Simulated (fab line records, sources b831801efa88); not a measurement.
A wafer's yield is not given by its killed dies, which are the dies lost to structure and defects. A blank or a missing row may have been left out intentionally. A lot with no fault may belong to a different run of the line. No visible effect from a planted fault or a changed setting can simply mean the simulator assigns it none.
Split-lot study + flow sky130 + route with 708 steps; 5 lots, 23 wafers read

## ON THE SPLIT
At SKY_VIA1_HDPCVD_00 (deposits SiO2, target thk 1030 nm, time 171.7 s), the setting sih4 flow sccm was moved away from the recipe's 60 sccm on 8 of the 23 wafers read, by -12.4% to +7.4%. All remaining wafers had this setting at the recipe value.

No step appears in the file between the split and the reading.

## THE READING
VIA1_HDPCVD_THK at SKY_VIA1_THK_MEAS_01, in nm. Typical for fault-free wafers on this fab line: 1035 nm, with standard deviation 11 nm.

| wafer  | tool, chamber at the split | sih4 flow sccm as run, sccm | against the recipe | VIA1_HDPCVD_THK, nm | against lot-mates on the recipe |
|--------|----------------------------|-----------------------------|--------------------|---------------------|---------------------------------|
| L074.2 | hdpcvd-02, 2               | 60                          | recipe             | 1020                | -                               |
| L074.3 | hdpcvd-02, 0               | 60                          | recipe             | 1032                | -                               |
| L074.4 | hdpcvd-02, 0               | 60                          | recipe             | 1034                | -                               |
| L075.1 | hdpcvd-01, 0               | 60                          | recipe             | 1035                | -                               |
| L075.2 | hdpcvd-01, 1,0,1           | 60                          | recipe             | 1035                | -                               |
| L075.3 | hdpcvd-01, 0               | 60                          | recipe             | 1041                | -                               |
| L075.5 | hdpcvd-01, 1,0,1           | 60                          | recipe             | 1039                | -                               |
| L075.6 | hdpcvd-01, 1,0,1           | 60                          | recipe             | 1026                | -                               |
| L080.1 | hdpcvd-01, 2               | 63.51                       | +5.8%              | 1101                | +60                             |
| L080.2 | hdpcvd-01, 1               | 60                          | recipe             | 1046                | -                               |
| L080.3 | hdpcvd-01, 0               | 63.51                       | +5.8%              | 1098                | +57                             |
| L080.4 | hdpcvd-01, 2               | 63.51                       | +5.8%              | 1083                | +42                             |
| L080.5 | hdpcvd-01, 0               | 60                          | recipe             | 1036                | -                               |
| L083.1 | hdpcvd-02, 1               | 60                          | recipe             | 1030                | -                               |
| L083.2 | hdpcvd-02, 2               | 64.42                       | +7.4%              | 1105                | +70                             |
| L083.3 | hdpcvd-02, 0               | 64.42                       | +7.4%              | 1120                | +85                             |
| L083.5 | hdpcvd-02, 0               | 60                          | recipe             | 1035                | -                               |
| L083.6 | hdpcvd-02, 1               | 60                          | recipe             | 1040                | -                               |
| L085.1 | hdpcvd-01, 0               | 60                          | recipe             | 1050                | -                               |
| L085.2 | hdpcvd-01, 1               | 52.57                       | -12.4%             | 924                 | -118                            |
| L085.3 | hdpcvd-01, 2               | 60                          | recipe             | 1034                | -                               |
| L085.4 | hdpcvd-01, 1               | 52.57                       | -12.4%             | 917                 | -125                            |
| L085.6 | hdpcvd-01, 2               | 52.57                       | -12.4%             | 919                 | -123                            |
When a row names more than one chamber, that row covers several wafers, and the file does not tell which wafer ran in which chamber.

THE FIT
A straight line over all 23 wafers: VIA1_HDPCVD_THK changes by +9.62 nm for each +1% of sih4 flow sccm; r = +0.99; the points scatter about the line by 7.5 nm.
The same after taking each lot's own level away (the mean of its wafers on the recipe; 23 wafers): +9.84 nm for each +1%; r = +0.99; scatter 6.6 nm.
Per that fit: largest sih4 flow sccm move, reading shift of 1.2e+02 nm.
The lots' own levels span 1028.7 to 1042.0 nm, that is 1.2 times the standard deviation above.
The two slopes agree, so the slope changes little with the lot-to-lot level.
Check: with one of the wafers moved furthest among these (-12.4%) left out of the fit, the line predicts -123 nm for it against its lot-mates. Against them it came out at -118 nm.

## ADDITIONAL SPLITS CARRIED BY THESE WAFERS
Before the reading, these wafers also passed through other splits. Each is held against what the fit with the lots' levels taken away leaves over:
| other split on the same wafers               | wafers away from the commonest value | r with VIA1_HDPCVD_THK (lot level and that fit taken away) |
|----------------------------------------------|--------------------------------------|------------------------------------------------------------|
| SKY_SD_N_IMPLANT_09 energy kev               | 8                                    | -0.14                                                      |
| SKY_LI_CONTACT_CMP_02 leave above ref nm     | 12                                   | +0.38                                                      |
| SKY_LI_CONTACT_ETCH_15 bias w                | 5                                    | +0.23                                                      |
| SKY_LOCAL_INTERCONNECT_COAT_06 resist thk nm | 6                                    | -0.27                                                      |
| SKY_LOCAL_INTERCONNECT_ETCH_13 time s        | 8                                    | +0.07                                                      |
| SKY_METAL1_SPUTTER_00 time s                 | 6                                    | +0.02                                                      |
| SKY_METAL1_COAT_09 resist thk nm             | 9                                    | -0.01                                                      |
| SKY_METAL1_ETCH_18 ion energy ev             | 4                                    | -0.33                                                      |

## THE WHOLE CHAIN: every reading that the file lists as answering this split, in the file's order
| step                 | what it does                                    | reading                                                                        | change (the file's fit)              | r (the file's) |
|----------------------|-------------------------------------------------|--------------------------------------------------------------------------------|--------------------------------------|----------------|
| SKY_VIA1_HDPCVD_00   | deposits SiO2, target thk 1030 nm, time 171.7 s | SiO2_of_VIA1_HDPCVD_00.thk nm (the simulator's own value, which no gauge read) | +10.2 nm for each +1% of the setting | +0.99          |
| SKY_VIA1_THK_MEAS_01 |                                                 | VIA1_HDPCVD_THK                                                                | +9.91 for each +1% of the setting    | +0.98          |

## FILE'S OWN FIT
VIA1_HDPCVD_THK changes by +9.91 nm for each +1% of sih4 flow sccm, r = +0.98.
